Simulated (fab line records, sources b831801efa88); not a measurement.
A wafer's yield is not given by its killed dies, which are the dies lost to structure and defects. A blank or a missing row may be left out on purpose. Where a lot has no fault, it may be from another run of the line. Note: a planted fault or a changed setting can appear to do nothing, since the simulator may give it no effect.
fab line records    flow sfqLine
[record] lots = 6  wafers = 17  lastDay = 95
route steps=325 shown M7@295 I7@296
lots untouched by any fault: they come from a run of this same line in which no faults occurred
startH: the number of hours between the record's first day and the start of the first shown wafer of the lot    waitH: hours since the lot's step before    " same as the row above    L1.1+2: a single row standing in for several wafers    - either no value or no given start    * or withheld: withheld    < > ~ a bound
route shown NAME@n: a module of which the file shows steps, and the number in the route of the first    usual: mean/standard deviation taken from wafers without a fault    same: alike in all rows    chamber/n: place in a boat    sites: readings site by site    _std_site: how widely they spread, as a standard deviation    _edge_site: outer sites' mean less inner sites'    radiusMm: for every site, how far away it sits from the centre of the wafer    mask NAME#n: copy n    behind: the most recent tool/chamber to have shaped the wafer    hold: cause of the lot's hold/its duration in hours/its outcome    device: transistor that didn't switch, given as n, p or np    end of line: the tests these same wafers got at the end of their route    a step given without rows: its recipe and nothing more    killed: dies lost to structure and defects at the first sort, not the wafer's yield    map: a wafer's dies, x killed, . not, _ none there
set.NAME: the run value of the setting; set.NAME@STEP: its run value at that earlier step    model.NAME: the simulator's own value behind a step, which no gauge read
a table for each step, a row for each wafer; lots at some steps of the route
services: the hour from which a tool's chamber was out of use, counted from the record's first day as startH (under 0 if before that day), plus the number of hours and why
[[steps]]
[step SFQ_TRILAYER_M7_STRIP_SOLV_CLEAN_182]
[recipe] chemistry = NMP  tempC = 70  timeS = 600
[step SFQ_TRILAYER_I7_DEP_PECVD_183]
[recipe] material = SiO2  tempC = 150  timeS = 111.11  pressureTorr = 2.4  rfW = 183.3  precursor = SiH4/N2O  targetThkNm = 500
[usual] heaterPowerW = 80/11  throttleValvePct = 24.4/1.5
lot.wafer  tool      chamber  startH   waitH  heaterPowerW  throttleValvePct
L218.2     pecvd-01  0        1797.45  0.0    68            27.5
L218.3     "         1        "        "      78            24.0
L218.6     "         0        "        "      72            28.0
L223.1     pecvd-01  2        2010.62  0.0    89            26.1
L223.3     "         0        "        "      79            27.7
L223.5     "         2        "        "      90            26.2
L234.3     pecvd-04  1        2064.77  0.0    95            24.1
L234.4     "         1        "        "      98            23.7
L235.3     pecvd-01  2        2070.55  0.0    74            24.0
L235.4     "         1        "        "      76            21.4
L235.6     "         2        "        "      77            23.7
L238.1     pecvd-01  2        2098.15  0.0    80            24.0
L238.2     "         1        "        "      65            21.4
L238.5     "         0        "        "      82            23.0
L239.2     pecvd-04  2        2099.35  0.0    74            24.4
L239.4     "         0        "        "      75            23.5
L239.5     "         1        "        "      97            24.0
[step SFQ_TRILAYER_I7_CMP_CMP_184]
[recipe] material = SiO2  downForcePsi = 3  platenRpm = 60  padVelocityMS = 0.94248
[usual] headPressurePsi = 3.001/0.0059  motorCurrentA = 10.0/0.98  slurryFlowMlMin = 150.0/0.44  timeToEndpointS = 216/8.9
lot.wafer  tool    chamber  startH   waitH  headPressurePsi  motorCurrentA  slurryFlowMlMin  timeToEndpointS
L218.2     cmp-02  2        1797.53  0.0    3.005            8.8            150.7            216
L218.3     "       0        1798.53  1.0    2.997            9.8            150.7            228
L218.6     "       2        1799.53  2.0    3.007            8.7            150.0            223
L223.1     cmp-01  3        2016.28  5.6    3.008            9.5            150.4            207
L223.3     "       0        "        "      3.003            10.4           149.6            209
L223.5     "       3        2018.28  7.6    3.009            9.3            150.3            216
L234.3     cmp-02  1        2066.14  1.3    3.005            8.7            150.1            214
L234.4     "       2        "        "      2.996            8.6            149.9            217
L235.4     cmp-01  3        2070.63  0.0    3.008            9.3            149.7            224
L235.3     "       2        2072.13  1.5    2.989            10.7           150.3            204
L235.6     "       3        "        "      3.001            9.5            149.7            212
L238.2     cmp-01  2        2105.15  7.0    2.999            9.7            149.6            211
L238.1     "       0        2106.15  8.0    3.019            10.5           149.5            218
L238.5     "       2        2107.15  8.9    2.998            10.7           149.7            217
L239.2     cmp-01  3        2107.65  8.3    3.004            9.1            149.4            197
L239.4     "       1        2108.65  9.2    3.005            10.9           149.8            209
L239.5     "       3        2109.65  10.2   3.015            9.8            149.7            217
[step SFQ_I7_BOW_MEAS_946]
[recipe] mode = bow
[usual] I7_BOW = 7/12
lot.wafer  tool          chamber  startH   waitH  I7_BOW[um]
L218.2     filmMetro-03  -        1800.55  2.5    8
L218.3     "             -        "        "      12
L218.6     "             -        "        "      7
L223.1     filmMetro-04  -        2019.28  2.5    26
L223.3     "             -        "        "      20
L223.5     "             -        "        "      10
L234.3     filmMetro-02  -        2069.18  2.5    10
L234.4     "             -        "        "      24
L235.3     filmMetro-02  -        2073.67  1.0    10
L235.4     "             -        "        "      22
L235.6     "             -        "        "      28
L238.1     filmMetro-02  -        2107.65  1.0    -17
L238.2     "             -        "        "      -4
L238.5     "             -        "        "      -11
L239.2     filmMetro-03  -        2110.67  2.5    1
L239.4     "             -        "        "      -12
L239.5     "             -        "        "      2
[step SFQ_TRILAYER_I7_METRO_MEASURE_185]
[usual] thkNm = 199.9/1.3
lot.wafer  tool          chamber  startH   waitH  thkNm
L218.2     filmMetro-03  -        1800.85  0.3    199.3
L218.3     "             -        "        "      200.4
L218.6     "             -        "        "      201.2
L223.1     filmMetro-04  -        2019.40  0.1    199.0
L223.3     "             -        "        "      199.1
L223.5     "             -        "        "      199.6
L234.3     filmMetro-02  -        2069.66  0.5    200.6
L234.4     "             -        "        "      202.3
L235.3     filmMetro-02  -        2074.15  0.5    198.1
L235.4     "             -        "        "      198.4
L235.6     "             -        "        "      198.9
L238.1     filmMetro-02  -        2107.77  0.1    198.7
L238.2     "             -        "        "      198.0
L238.5     "             -        "        "      198.6
L239.2     filmMetro-03  -        2110.97  0.3    200.4
L239.4     "             -        "        "      201.1
L239.5     "             -        "        "      199.5
[step SFQ_TRILAYER_I7_VIA_LITHO_COAT_192]
[recipe] resist = BARC  spinRpm = 3000  resistThkNm = 62
[step SFQ_TRILAYER_I7_VIA_LITHO_COAT_187]
[recipe] resist = KrF  spinRpm = 3000  resistThkNm = 650
[step SFQ_TRILAYER_I7_VIA_LITHO_SOFTBAKE_191]
[recipe] tempC = withheld  timeS = withheld  resist = KrF
[step SFQ_TRILAYER_I7_VIA_LITHO_EXPOSE_188]
[recipe] maskId = I7  na = 0.6  sourceShape = conventional  sigmaOuter = 0.65  targetCdNm = 1000  doseMj = 21.3
[step SFQ_TRILAYER_I7_VIA_LITHO_PEB_190]
[recipe] pebTempC = 115  pebTimeS = 60  resist = KrF
[step SFQ_TRILAYER_I7_VIA_LITHO_DEVELOP_189]
[recipe] timeS = 60  resist = KrF
[step SFQ_I7_OVL_MEAS_947]
[usual] I7_OVL = 1/6
lot.wafer  tool        chamber  startH   waitH  I7_OVL[nm]
L218.2     overlay-02  -        1889.78  0.1    9
L218.3     "           -        "        "      11
L218.6     "           -        "        "      7
L223.1     overlay-02  -        2092.35  0.1    -8
L223.3     "           -        "        "      -3
L223.5     "           -        "        "      -2
L234.3     overlay-01  -        2155.05  0.1    -8
L234.4     "           -        "        "      -5
L235.3     overlay-02  -        2161.05  0.1    8
L235.4     "           -        "        "      1
L235.6     "           -        "        "      1
L238.1     overlay-01  -        2189.84  0.1    0
L238.2     "           -        "        "      12
L238.5     "           -        "        "      6
L239.2     overlay-02  -        2191.05  0.1    -9
L239.4     "           -        "        "      -3
L239.5     "           -        "        "      0
[step SFQ_TRILAYER_I7_VIA_BARC_OPEN_VIA_ETCH_260]
[recipe] maskMaterial = PR  chemistry = O2  targetDepthNm = 125  target = BARC  sourceW = 500  biasW = 80  pressureMtorr = 30  timeS = 41.7
[usual] drypumpMotorCurrentA = 5.65/0.28  oesProductAu = 0.685/0.0048
lot.wafer  tool        chamber  startH   waitH  drypumpMotorCurrentA  oesProductAu  rfHoursCounterH  model.KrF_of_TRILAYER_I7_VIA_LITHO_COAT_187.thkNm
L218.2     rieDiel-03  2        1889.81  0.0    5.53                  0.688         3                573.9
L218.3     "           1        "        "      5.71                  0.682         20               572.2
L218.6     "           2        "        "      5.57                  0.680         -                574
L223.1     rieDiel-02  3        2092.39  0.0    6.01                  0.683         11               575.9
L223.3     "           1        "        "      5.86                  0.697         6                574.6
L223.5     "           3        "        "      6.00                  0.688         -                574.4
L234.3     rieDiel-02  1        2155.08  0.0    5.87                  0.678         7                581.8
L234.4     "           2        "        "      5.13                  0.686         2                576.6
L235.3     rieDiel-02  1        2161.08  0.0    5.93                  0.674         7                583.3
L235.4     "           0        "        "      5.59                  0.685         0                574.4
L235.6     "           3        "        "      6.03                  0.677         -                574.6
L238.1     rieDiel-01  1        2189.88  0.0    5.27                  0.678         0                571.8
L238.2     "           0        "        "      5.38                  0.687         1                570.8
L238.5     "           2        "        "      6.05                  0.685         -                570
L239.2     rieDiel-03  3        2191.08  0.0    5.94                  0.688         16               574
L239.4     "           0        "        "      5.67                  0.690         1                573.5
L239.5     "           0        "        "      5.64                  0.693         -                575.9
[step SFQ_TRILAYER_I7_VIA_ETCH_VIA_ETCH_190]
[recipe] target = SiO2  stopOn = Nb  maskMaterial = PR  taperDeg = 20  chemistry = CHF3  targetDepthNm = 260  sourceW = 500  biasW = 80  pressureMtorr = 30  timeS = withheld
[usual] drypumpMotorCurrentA = 5.65/0.28  oesProductAu = 0.855/0.0056
lot.wafer  tool        chamber  startH   waitH  drypumpMotorCurrentA  oesProductAu  model.KrF_of_TRILAYER_I7_VIA_LITHO_COAT_187.thkNm
L218.2     rieDiel-03  2        1889.85  0.0    5.54                  0.859         528.8
L218.3     "           1        "        "      5.74                  0.859         527.6
L218.6     "           2        "        "      5.55                  0.858         528.5
L223.1     rieDiel-02  3        2092.43  0.0    6.02                  0.849         531.1
L223.3     "           1        "        "      5.87                  0.852         530.3
L223.5     "           3        "        "      6.00                  0.852         529.6
L234.3     rieDiel-02  1        2155.12  0.0    5.92                  0.857         536.8
L234.4     "           2        "        "      5.11                  0.866         532
L235.3     rieDiel-02  1        2161.12  0.0    5.92                  0.849         538.3
L235.4     "           0        "        "      5.60                  0.858         529.5
L235.6     "           3        "        "      6.01                  0.859         529.7
L238.1     rieDiel-01  1        2189.92  0.0    5.29                  0.855         528
L238.2     "           0        "        "      5.37                  0.848         525.8
L238.5     "           2        "        "      6.04                  0.852         524.4
L239.2     rieDiel-03  3        2191.12  0.0    5.90                  0.852         529.8
L239.4     "           0        "        "      5.65                  0.857         529.3
L239.5     "           0        "        "      5.67                  0.857         531.6
[step SFQ_TRILAYER_I7_VIA_STRIP_STRIP_191]
[recipe] gas = O2  powerW = 200  platenTempC = 40  overashFraction = 0.65  chemistry = O2  pressureMtorr = 50
[usual] drypumpMotorCurrentA = 5.7/0.37  oesProductAu = 1.003/0.0096
lot.wafer  tool         chamber  startH   waitH  drypumpMotorCurrentA  oesProductAu  rfHoursCounterH
L218.2     rieMetal-04  0        1889.96  -      6.2                   1.003         125
L218.3     "            0        "        "      6.2                   1.007         -
L218.6     "            1        "        "      6.1                   1.009         -
L223.1     rieMetal-01  0        2092.54  -      5.9                   0.997         17
L223.3     "            0        "        "      5.9                   0.996         -
L223.5     "            1        "        "      5.5                   1.015         -
L234.3     rieMetal-01  0        2155.43  -      5.9                   1.001         -
L234.4     "            1        "        "      5.5                   1.014         -
L235.3     rieMetal-01  0        2161.43  -      5.9                   1.008         -
L235.4     "            1        "        "      5.5                   1.012         -
L235.6     "            1        "        "      5.5                   1.018         -
L238.1     rieMetal-01  0        2190.03  -      5.9                   0.999         28
L238.2     "            1        "        "      5.5                   1.006         39
L238.5     "            0        "        "      5.9                   1.013         -
L239.2     rieMetal-03  1        2191.23  -      5.3                   0.992         117
L239.4     "            0        "        "      5.4                   0.986         -
L239.5     "            1        "        "      5.3                   0.987         -
[[services]]
tool        chamber  startH   hours  kind
rieDiel-03  2        1781.72  13.5   repair
rieDiel-03  3        1782.74  8.1    repair
rieDiel-02  3        1807.57  18.2   repair
rieDiel-02  0        1815.14  4.6    repair
rieDiel-03  -        1819.68  0.7    repair
cmp-01      -        1829.80  0.7    repair
rieDiel-03  -        1832.58  1.0    repair
rieDiel-02  1        1893.40  10.8   repair
rieDiel-03  2        1894.72  13.3   repair
cmp-01      -        1897.85  0.8    repair
cmp-01      -        1910.09  2.3    repair
rieDiel-02  1        1917.26  6.6    repair
cmp-01      -        1950.15  4.0    pm
rieDiel-03  2        1966.91  16.5   repair
pecvd-01    0        1973.50  3.5    repair
cmp-01      -        1974.11  0.8    repair
cmp-01      -        1974.89  6.6    pm
cmp-01      -        2015.16  0.5    repair
rieDiel-02  1        2030.80  7.1    repair
pecvd-01    -        2055.75  14.0   pm
rieDiel-03  1        2056.61  4.1    repair
rieDiel-02  0        2084.85  5.8    repair
rieDiel-02  1        2130.49  4.6    repair
rieDiel-02  0        2174.94  5.9    repair
[[key]]
firstSign none at tools or gauges
[modelEffect] step = SFQ_TRILAYER_I7_VIA_BARC_OPEN_VIA_ETCH_260  value = KrF_of_TRILAYER_I7_VIA_LITHO_COAT_187.thkNm  without = 574.9  struck = 582.6
[modelEffect] step = SFQ_TRILAYER_I7_VIA_ETCH_VIA_ETCH_190  value = KrF_of_TRILAYER_I7_VIA_LITHO_COAT_187.thkNm  without = 529.9  struck = 537.6
metAt SFQ_TRILAYER_I7_VIA_BARC_OPEN_VIA_ETCH_260
struckWafers L234.3,L235.3
onsetBetween 2092.39 2155.08
[fault] kind = processParameterDrift  tool = rieDiel-02  chamber = -  onsetH = 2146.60  steps = SFQ_TRILAYER_I7_VIA_BARC_OPEN_VIA_ETCH_260  channel = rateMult  offset = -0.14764  shape = step  endH = 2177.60  scope = struckWafersOnly
